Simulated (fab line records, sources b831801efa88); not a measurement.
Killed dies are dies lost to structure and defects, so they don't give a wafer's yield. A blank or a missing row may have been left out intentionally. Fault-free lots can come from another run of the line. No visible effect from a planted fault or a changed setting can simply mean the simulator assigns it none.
fab line records | flow gf180mcu
record: lots: 14 wafers: 42 last-day: 34
route steps=602 shown M3@424 V3@447 M4@458
lots with no fault: from the same line, run without faults
start-h: start of the lot's first displayed wafer, in hours after the record's first day | wait-h: time in hours since the lot's previous step | " as in the row above | L1.1+2: several wafers, shown together as one row | - value missing, or start not given | * or withheld: withheld | < > ~ a bound
route shown NAME@n: NAME is a module with steps in the file, n the number in the route of the first one | usual: mean and standard deviation over wafers with no fault | same: alike in all rows | chamber/n: place in a boat | sites: the reading at each site | _std_site: the standard deviation of these | _edge_site: the outer-site mean with the inner-site mean subtracted | radius-mm: how far each site lies from the wafer's centre | mask NAME#n: copy n | behind: the most recent tool/chamber to have shaped the wafer | hold: why the lot went on hold/how many hours it stayed there/how the hold came to an end | device: the n, p or np transistor that did not switch | end of line: at the end of the route, the tests of the same wafers | a step given without rows: its recipe and nothing more | killed: dies lost to structure and defects at the first sort, not the wafer's yield | map: a wafer's dies, x killed, . not, _ none there
set.NAME: the setting as run; set.NAME@STEP: as run at that earlier step | model.NAME: the simulator's own value behind a step, which no gauge read
route steps across a sampled set of lots; one table per step, one row per wafer
services: from which hour (start-h, from the record's first day; less than 0 if before it) a tool's chamber was out of use, for how many hours, and why
== steps ==
step: GF_M3_OVL_MEAS_15
usual: M3_OVL: 1/4.6
columns lot.wafer tool chamber start-h wait-h M3_OVL[nm]
L757.1 overlay-01 - 484.43 0.1 -6
L757.3 " - " " -5
L757.4 " - " " 1
L759.1 overlay-02 - 507.92 0.1 -3
L759.3 " - " " 0
L759.6 " - " " -3
L761.1 overlay-02 - 527.68 0.1 1
L761.4 " - " " 0
L761.6 " - " " -1
L763.3 overlay-01 - 544.56 0.1 -7
L763.5 " - " " -6
L763.6 " - " " -3
L765.1 overlay-01 - 559.14 0.1 6
L765.2 " - " " 4
L765.4 " - " " 5
L766.1 overlay-02 - 574.69 0.1 3
L766.3 " - " " 4
L766.6 " - " " -1
L767.1 overlay-01 - 575.99 0.1 5
L767.5 " - " " 4
L767.6 " - " " 3
L768.3 overlay-01 - 579.81 0.1 3
L768.5 " - " " 3
L768.6 " - " " 1
L775.1 overlay-01 - 638.98 0.1 -6
L775.2 " - " " 7
L775.5 " - " " 2
L777.4 overlay-02 - 649.76 0.1 2
L777.5 " - " " -3
L777.6 " - " " 2
L776.4 overlay-01 - 651.84 0.1 5
L776.5 " - " " 4
L776.6 " - " " 3
L778.1 overlay-01 - 661.87 0.1 -8
L778.4 " - " " 3
L778.5 " - " " -3
L779.1 overlay-01 - 663.12 0.1 1
L779.2 " - " " -2
L779.3 " - " " -5
L780.1 overlay-02 - 666.07 0.1 1
L780.3 " - " " 2
L780.5 " - " " -2
step: GF_V3_STRIP_18
recipe: chemistry: O2/N2 power-w: 1400 pressure-mtorr: 1500 platen-temp-c: 250 o2-flow-sccm: 3000 n2-flow-sccm: 300 overash-fraction: 0.5
usual: drypump-motor-current-A: 5.5/0.39 heater-power-w: 325/21 oes-product-au: 0.593/0.0054
columns lot.wafer tool chamber start-h wait-h drypump-motor-current-A heater-power-w oes-product-au rf-hours-counter-h
L757.1 plasma-asher-03 0 509.70 - 5.1 347 0.595 83
L757.3 " 1 " " 5.7 332 0.605 -
L757.4 " 0 " " 5.1 349 0.592 -
L759.1 plasma-asher-01 0 533.00 - 5.2 322 0.585 11
L759.3 " 1 " " 6.1 305 0.597 -
L759.6 " 0 " " 5.2 330 0.584 -
L761.1 plasma-asher-01 0 552.21 - 5.2 321 0.594 13
L761.4 " 1 " " 6.1 297 0.595 -
L761.6 " 0 " " 5.2 323 0.593 -
L763.3 plasma-asher-03 0 568.37 - 5.1 339 0.592 -
L763.5 " 0 " " 5.1 361 0.597 -
L763.6 " 1 " " 5.7 333 0.590 -
L765.1 plasma-asher-01 0 582.85 - 5.2 319 0.590 16
L765.2 " 1 " " 6.1 297 0.591 16
L765.4 " 1 " " 6.1 305 0.595 -
L766.1 plasma-asher-01 0 597.96 - 5.2 326 0.595 18
L766.3 " 0 " " 5.2 319 0.596 -
L766.6 " 0 " " 5.3 328 0.592 -
L767.1 plasma-asher-03 1 599.50 - 5.7 348 0.576 93
L767.5 " 1 " " 5.7 335 0.587 -
L767.6 " 0 " " 5.1 355 0.592 -
L768.3 plasma-asher-03 1 602.59 - 5.7 343 0.588 -
L768.5 " 1 " " 5.7 335 0.594 -
L768.6 " 0 " " 5.1 349 0.598 -
L775.1 plasma-asher-02 1 659.91 - 4.9 359 0.594 60
L775.2 " 0 " " 5.4 296 0.594 60
L775.5 " 0 " " 5.5 293 0.595 -
L777.4 plasma-asher-01 1 670.58 - 6.1 300 0.595 -
L777.5 " 0 " " 5.2 319 0.591 -
L777.6 " 1 " " 6.1 302 0.596 -
L776.4 plasma-asher-02 1 672.79 - 4.9 349 0.596 -
L776.5 " 0 " " 5.4 294 0.601 -
L776.6 " 1 " " 4.9 357 0.591 -
L778.1 plasma-asher-02 1 682.70 - 4.9 358 0.591 62
L778.4 " 0 " " 5.5 285 0.592 -
L778.5 " 0 " " 5.4 291 0.590 -
L779.1 plasma-asher-01 0 683.86 - 5.2 326 0.580 27
L779.2 " 1 " " 6.1 302 0.592 27
L779.3 " 0 " " 5.2 319 0.584 -
L780.1 plasma-asher-03 0 686.60 - 5.1 350 0.583 101
L780.3 " 0 " " 5.1 347 0.595 -
L780.5 " 1 " " 5.7 331 0.593 -
step: GF_V3_THK_MEAS_25
recipe: thk-meas-gauge: xrf reads: W_of_V3_CVD_23
usual: V3_W_THK: 355/7.9
columns lot.wafer tool chamber start-h wait-h V3_W_THK[nm]
L757.1 film-metro-02 - 510.60 0.1 363
L757.3 " - " " 362
L757.4 " - " " 345
L759.1 film-metro-02 - 533.92 0.1 347
L759.3 " - " " 344
L759.6 " - " " 353
L761.1 film-metro-03 - 553.11 0.1 359
L761.4 " - " " 359
L761.6 " - " " 343
L763.3 film-metro-03 - 569.22 0.1 360
L763.5 " - " " 340
L763.6 " - " " 354
L765.1 film-metro-03 - 583.71 0.1 344
L765.2 " - " " 355
L765.4 " - " " 356
L766.1 film-metro-02 - 598.83 0.1 366
L766.3 " - " " 368
L766.6 " - " " 361
L767.1 film-metro-03 - 600.40 0.1 362
L767.5 " - " " 356
L767.6 " - " " 360
L768.3 film-metro-02 - 603.44 0.1 367
L768.5 " - " " 365
L768.6 " - " " 365
L775.1 film-metro-03 - 660.78 0.1 342
L775.2 " - " " 353
L775.5 " - " " 339
L777.4 film-metro-03 - 671.51 0.1 360
L777.5 " - " " 361
L777.6 " - " " 345
L776.4 film-metro-02 - 673.69 0.1 365
L776.5 " - " " 362
L776.6 " - " " 347
L778.1 film-metro-02 - 683.58 0.1 347
L778.4 " - " " 347
L778.5 " - " " 349
L779.1 film-metro-02 - 684.79 0.1 356
L779.2 " - " " 363
L779.3 " - " " 354
L780.1 film-metro-03 - 687.48 0.1 349
L780.3 " - " " 350
L780.5 " - " " 355
step: GF_M4_SPUTTER_02
recipe: material: AlCu target-thk-nm: 450 power-w: 10600 time-s: 23.9 chamber-pressure-pa: 0.4
usual: cathode-dc-power-W: 10600/1.8 chamber-pressure-pa: 0.4001/0.00081 throttle-valve-pct: 30.1/0.94 time-s: 23.9/0
columns lot.wafer tool chamber start-h wait-h cathode-dc-power-W chamber-pressure-pa throttle-valve-pct time-s
L757.1 pvd-sputter-01 - 511.09 0.0 10598 0.4011 30.6 23.9
L757.3 " - " " 10605 0.4002 29.2 23.9
L757.4 " - " " 10597 0.3994 28.5 23.9
L759.1 pvd-sputter-01 - 534.41 0.0 10600 0.4000 28.8 23.9
L759.3 " - " " 10600 0.3992 28.6 23.9
L759.6 " - " " 10600 0.4015 29.3 23.9
L761.1 pvd-sputter-04 - 553.61 0.0 10601 0.4002 30.2 23.9
L761.4 " - " " 10599 0.4018 29.0 23.9
L761.6 " - " " 10598 0.4000 30.1 23.9
L763.3 pvd-sputter-02 - 569.69 0.0 10597 0.4006 30.2 23.9
L763.5 " - " " 10600 0.3996 31.2 23.9
L763.6 " - " " 10601 0.3994 28.8 23.9
L765.1 pvd-sputter-02 - 584.21 0.0 10599 0.3997 31.1 23.9
L765.2 " - " " 10603 0.3999 30.9 23.9
L765.4 " - " " 10600 0.3995 31.1 23.9
L766.1 pvd-sputter-01 - 599.32 0.0 - - - -
L766.3 " - " " - - - -
L766.6 " - " " - - - -
L767.1 pvd-sputter-01 - 600.89 0.0 - - - -
L767.5 " - " " - - - -
L767.6 " - " " - - - -
L768.3 pvd-sputter-01 - 603.92 0.0 10601 0.3996 30.3 23.9
L768.5 " - " " 10603 0.3997 29.6 23.9
L768.6 " - " " 10602 0.3983 28.5 23.9
L775.1 pvd-sputter-04 - 661.27 0.0 10602 0.4005 30.5 23.9
L775.2 " - " " 10602 0.4007 31.0 23.9
L775.5 " - " " 10599 0.4002 28.9 23.9
L777.4 pvd-sputter-04 - 671.97 0.0 10601 0.3984 31.2 23.9
L777.5 " - " " 10603 0.4003 29.1 23.9
L777.6 " - " " 10599 0.3987 31.1 23.9
L776.4 pvd-sputter-04 - 674.36 0.0 10601 0.3997 31.3 23.9
L776.5 " - " " 10600 0.4010 31.2 23.9
L776.6 " - " " 10600 0.4012 30.3 23.9
L778.1 pvd-sputter-04 - 684.19 0.0 10598 0.3994 30.3 23.9
L778.4 " - " " 10603 0.3995 28.9 23.9
L778.5 " - " " 10600 0.4001 30.4 23.9
L779.1 pvd-sputter-02 - 685.28 0.0 10600 0.3999 30.0 23.9
L779.2 " - " " 10601 0.4009 29.0 23.9
L779.3 " - " " 10601 0.4000 30.9 23.9
L780.1 pvd-sputter-02 - 687.97 0.0 10600 0.4000 31.1 23.9
L780.3 " - " " 10603 0.3997 30.1 23.9
L780.5 " - " " 10601 0.4013 31.1 23.9
step: GF_M4_RS_MEAS_05
recipe: thk-meas-gauge: four-point-probe reads: TiN_of_M4_SPUTTER_04+Ti_of_M4_SPUTTER_03+AlCu_of_M4_SPUTTER_02+TiN_of_M4_SPUTTER_01+Ti_of_M4_SPUTTER_00
usual: M4_ALCU_RS: 0.0698/0.00092
columns lot.wafer tool chamber start-h wait-h M4_ALCU_RS[ohm/sq]
L757.1 film-metro-01 - 511.18 0.0 0.0707
L757.3 " - " " 0.0703
L757.4 " - " " 0.0705
L759.1 film-metro-01 - 534.50 0.0 0.0702
L759.3 " - " " 0.0705
L759.6 " - " " 0.0702
L761.1 film-metro-03 - 553.70 0.0 0.0697
L761.4 " - " " 0.0690
L761.6 " - " " 0.0703
L763.3 film-metro-01 - 569.82 0.1 0.0689
L763.5 " - " " 0.0690
L763.6 " - " " 0.0684
L765.1 film-metro-04 - 584.30 0.0 0.0708
L765.2 " - " " 0.0707
L765.4 " - " " 0.0706
L766.1 film-metro-03 - 599.41 0.0 7.1214
L766.3 " - " " 7.2527
L766.6 " - " " 7.2453
L767.1 film-metro-01 - 600.98 0.0 7.1224
L767.5 " - " " 7.1432
L767.6 " - " " 7.0963
L768.3 film-metro-01 - 604.05 0.1 0.0690
L768.5 " - " " 0.0708
L768.6 " - " " 0.0701
L775.1 film-metro-01 - 661.36 0.0 0.0707
L775.2 " - " " 0.0692
L775.5 " - " " 0.0692
L777.4 film-metro-04 - 672.12 0.1 0.0683
L777.5 " - " " 0.0681
L777.6 " - " " 0.0691
L776.4 film-metro-01 - 674.51 0.1 0.0697
L776.5 " - " " 0.0700
L776.6 " - " " 0.0699
L778.1 film-metro-04 - 684.28 0.0 0.0708
L778.4 " - " " 0.0692
L778.5 " - " " 0.0712
L779.1 film-metro-04 - 685.37 0.0 0.0696
L779.2 " - " " 0.0688
L779.3 " - " " 0.0695
L780.1 film-metro-01 - 688.06 0.0 0.0684
L780.3 " - " " 0.0681
L780.5 " - " " 0.0688
step: GF_M4_THK_MEAS_06
recipe: thk-meas-gauge: xrf reads: AlCu_of_M4_SPUTTER_02
usual: M4_ALCU_THK: 447/5.9
columns lot.wafer tool chamber start-h wait-h M4_ALCU_THK[nm]
L757.1 film-metro-01 - 511.30 0.1 444
L757.3 " - " " 451
L757.4 " - " " 446
L759.1 film-metro-01 - 534.62 0.1 449
L759.3 " - " " 445
L759.6 " - " " 447
L761.1 film-metro-03 - 553.82 0.1 446
L761.4 " - " " 451
L761.6 " - " " 444
L763.3 film-metro-01 - 569.92 0.1 455
L763.5 " - " " 457
L763.6 " - " " 460
L765.1 film-metro-04 - 584.42 0.1 440
L765.2 " - " " 437
L765.4 " - " " 442
L766.1 film-metro-03 - 599.53 0.1 <0
L766.3 " - " " <0
L766.6 " - " " <0
L767.1 film-metro-01 - 601.10 0.1 <0
L767.5 " - " " <0
L767.6 " - " " <0
L768.3 film-metro-01 - 604.15 0.1 455
L768.5 " - " " 445
L768.6 " - " " 447
L775.1 film-metro-01 - 661.48 0.1 445
L775.2 " - " " 451
L775.5 " - " " 452
L777.4 film-metro-04 - 672.21 0.1 454
L777.5 " - " " 457
L777.6 " - " " 448
L776.4 film-metro-01 - 674.60 0.1 450
L776.5 " - " " 447
L776.6 " - " " 453
L778.1 film-metro-04 - 684.40 0.1 440
L778.4 " - " " 449
L778.5 " - " " 442
L779.1 film-metro-04 - 685.49 0.1 447
L779.2 " - " " 450
L779.3 " - " " 449
L780.1 film-metro-01 - 688.18 0.1 458
L780.3 " - " " 458
L780.5 " - " " 456
step: GF_M4_METAL_ETCH_16
recipe: chemistry: Cl2/BCl3 mask-material: KrF target-depth-nm: 627.5 stop-on: SiO2 pressure-mtorr: 8 icp-w: 800 bias-w: 140 Cl2_flow_sccm: 80 bcl3-flow-sccm: 40 time-s: 104.6
usual: drypump-motor-current-A: 5.8/0.32 he-backside-leak-sccm: 3.32/0.2 oes-product-au: 0.970/0.0062 throttle-valve-pct: 28.253/0.01
same: time-s: 104.6
columns lot.wafer tool chamber start-h wait-h drypump-motor-current-A he-backside-leak-sccm oes-product-au rf-hours-counter-h throttle-valve-pct
L757.1 rie-metal-02 1 534.47 0.0 5.7 3.43 0.962 10 28.253
L757.3 " 0 " " 5.9 2.97 0.968 - 28.266
L757.4 " 1 " " 5.7 3.25 0.971 - 28.257
L759.1 rie-metal-02 0 556.61 0.0 6.0 3.31 0.978 10 28.254
L759.3 " 1 " " 5.7 3.63 0.971 - 28.239
L759.6 " 1 " " 5.7 3.66 0.971 - 28.249
L761.1 rie-metal-04 0 575.51 0.0 5.6 3.15 0.972 3 28.251
L761.4 " 0 " " 5.6 3.07 0.977 - 28.242
L761.6 " 0 " " 5.6 3.29 0.968 - 28.276
L763.3 rie-metal-02 1 591.40 0.1 5.7 3.46 0.972 - 28.244
L763.5 " 1 " " 5.7 3.83 0.975 - 28.259
L763.6 " 1 " " 5.7 3.78 0.989 - 28.229
L765.1 rie-metal-02 1 605.80 0.0 5.7 3.09 0.968 1 28.256
L765.2 " 1 " " 5.7 3.26 0.977 - 28.270
L765.4 " 1 " " 5.7 3.46 0.957 - 28.263
L766.1 rie-metal-01 0 620.16 0.0 6.4 3.42 0.988 10 28.226
L766.3 " 0 " " 6.3 3.46 0.992 - 28.216
L766.6 " 0 " " 6.4 3.41 0.987 - 28.236
L767.1 rie-metal-01 0 621.80 0.0 6.3 3.44 0.994 10 28.235
L767.5 " 0 " " 6.4 3.34 0.992 - 28.223
L767.6 " 0 " " 6.4 3.30 1.001 - 28.225
L768.3 rie-metal-04 1 625.21 0.1 5.1 3.15 0.978 - 28.253
L768.5 " 0 " " 5.7 3.35 0.964 - 28.252
L768.6 " 1 " " 5.1 3.42 0.972 - 28.261
L775.1 rie-metal-02 1 680.56 0.0 5.7 3.57 0.963 3 28.254
L775.2 " 0 " " 6.0 3.25 0.968 2 28.238
L775.5 " 0 " " 6.0 3.40 0.974 - 28.241
L777.4 rie-metal-04 1 690.62 0.0 5.0 3.28 0.985 - 28.256
L777.5 " 0 " " 5.6 3.22 0.979 - 28.231
L777.6 " 1 " " 5.0 3.29 0.968 - 28.243
L776.4 rie-metal-02 0 693.72 0.0 6.0 3.29 0.966 - 28.264
L776.5 " 1 " " 5.7 3.15 0.976 - 28.252
L776.6 " 0 " " 6.0 3.27 0.969 - 28.252
L778.1 rie-metal-01 0 702.91 0.0 6.3 3.36 0.968 1 28.257
L778.4 " 0 " " 6.4 3.27 0.977 - 28.256
L778.5 " 0 " " 6.4 3.33 0.959 - 28.250
L779.1 rie-metal-02 0 703.68 0.0 6.0 3.29 0.963 3 28.249
L779.2 " 1 " " 5.7 3.35 0.975 4 28.255
L779.3 " 0 " " 6.0 3.31 0.969 - 28.251
L780.1 rie-metal-02 0 706.81 0.0 6.0 3.40 0.972 3 28.258
L780.3 " 0 " " 6.0 3.15 0.963 - 28.254
L780.5 " 0 " " 5.9 3.25 0.974 - 28.247
== services ==
columns tool chamber start-h hours kind
rie-metal-01 - 490.62 15.6 pm
plasma-asher-01 - 506.67 6.7 repair
plasma-asher-02 - 508.51 3.3 repair
rie-metal-01 - 522.21 14.6 pm
rie-metal-02 - 540.02 14.6 pm
pvd-sputter-01 - 552.55 1.5 repair
rie-metal-01 - 564.52 28.1 pm
rie-metal-02 1 569.50 - clean
rie-metal-02 1 569.50 16.7 scheduled-down
rie-metal-02 1 569.50 16.7 vent-cycle
rie-metal-02 0 590.39 - clean
rie-metal-02 0 590.39 16.0 scheduled-down
rie-metal-02 0 590.39 16.0 vent-cycle
rie-metal-04 - 594.44 0.9 repair
pvd-sputter-04 2 598.49 - consumable-replace:kit
pvd-sputter-04 2 598.49 18.0 scheduled-down
pvd-sputter-04 2 598.49 18.0 vent-cycle
pvd-sputter-01 - 607.61 1.4 repair
pvd-sputter-04 - 609.45 2.5 repair
plasma-asher-03 - 616.22 12.9 repair
rie-metal-02 - 630.62 2.8 pm
pvd-sputter-01 3 644.09 - consumable-replace:kit
rie-metal-01 1 687.48 36.7 repair
plasma-asher-02 - 696.87 6.3 repair
== key ==
first-sign: step: GF_M4_SPUTTER_02 reading: tool-record direction: missing
effect: step: GF_M4_RS_MEAS_05 reading: M4_ALCU_RS direction: up sigmas: 99+ usual: 0.0698 struck: 7.1635
effect: step: GF_M4_THK_MEAS_06 reading: M4_ALCU_THK direction: down sigmas: 76 usual: 447 struck: <0
effect: step: GF_M4_METAL_ETCH_16 reading: oes-product-au direction: up sigmas: 3.7 usual: 0.970 struck: 0.992
met-at GF_M4_SPUTTER_02
struck-lots L766,L767
later-rows-left-out L766.1,L766.3,L766.6,L767.1,L767.5,L767.6
sort-left-out L766.1,L766.3,L766.6,L767.1,L767.5,L767.6
not-acting-at GF_M3_OVL_MEAS_15,GF_V3_STRIP_18,GF_V3_THK_MEAS_25
onset-between 534.41 599.32
fault: kind: skipped-step-whole tool: pvd-sputter-01 chamber: - onset-h: 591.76 steps: GF_M4_SPUTTER_02 scope: struck-lots-only
sort-left-out: the simulated sort isn't trusted on such a fault, so these wafers' sort isn't shown, and their yield isn't known
later-rows-left-out: the simulator's readings of these wafers behind a module that went badly wrong aren't trusted and aren't shown, but for the sort
